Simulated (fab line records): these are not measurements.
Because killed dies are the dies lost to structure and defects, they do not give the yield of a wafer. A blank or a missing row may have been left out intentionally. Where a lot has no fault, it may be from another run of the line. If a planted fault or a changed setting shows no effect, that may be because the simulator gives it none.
Chamber matching	flow sky130	SKY_CAPM_CVD_00 on pecvd-04 has 3 sister chambers
The step deposits SiO2, target thk 15.5 nm. 24 wafers are shown with their chamber, then 12 later ones without.

== WAFERS WITH THEIR CHAMBER ==
wafer	chamber	heater power w (W)
L076.1	2	870
L076.5	2	902
L076.6	0	677
L078.2	0	628
L078.4	1	683
L078.5	2	963
L081.1	2	855
L081.2	0	626
L081.3	1	699
L081.4	2	879
L081.5	0	621
L081.6	1	690
L082.1	1	594
L082.2	2	866
L082.3	0	618
L082.4	1	586
L082.5	0	619
L082.6	2	850
L085.1	1	562
L085.2	0	684
L085.3	2	913
L085.4	1	586
L085.5	0	679
L085.6	2	885

SIGNATURES (means of the wafers above)
reading	chamber 0	chamber 1	chamber 2	scatter within a chamber
heater power w	644.00	628.57	887.00	42.1
Rule: a wafer lies at a distance from a chamber equal to the root of the sum of squares, over the readings, of (its reading less the chamber's mean, divided by the reading's scatter). The wafer belongs to the nearest chamber; if the next one is less than 2 further off, it can't be placed. How the scatter is found: for the shown wafers, subtract from each reading the mean of its chamber, square and add these, divide the total by (wafers less chambers), then take the root.

== WAFERS WHOSE CHAMBER IS MISSING ==
wafer	heater power w (W)
L089.2	835
L089.3	652
L089.5	846
L092.3	733
L092.4	683
L092.6	690
L093.1	826
L093.2	672
L093.3	689
L096.1	906
L096.3	914
L096.4	556

== EACH ONE'S CHAMBER ==
wafer	from the rows above	in truth
L089.2	2	2
L089.3	can't be placed: 0 or 1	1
L089.5	2	2
L092.3	can't be placed: 0 or 1 or 2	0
L092.4	can't be placed: 0 or 1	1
L092.6	can't be placed: 0 or 1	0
L093.1	2	2
L093.2	can't be placed: 0 or 1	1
L093.3	can't be placed: 0 or 1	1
L096.1	2	2
L096.3	2	2
L096.4	can't be placed: 1 or 0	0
Placed correctly: 5 of 12. These rows do not allow placing 7 (true chamber among the candidates in 7). Number placed wrongly: 0.
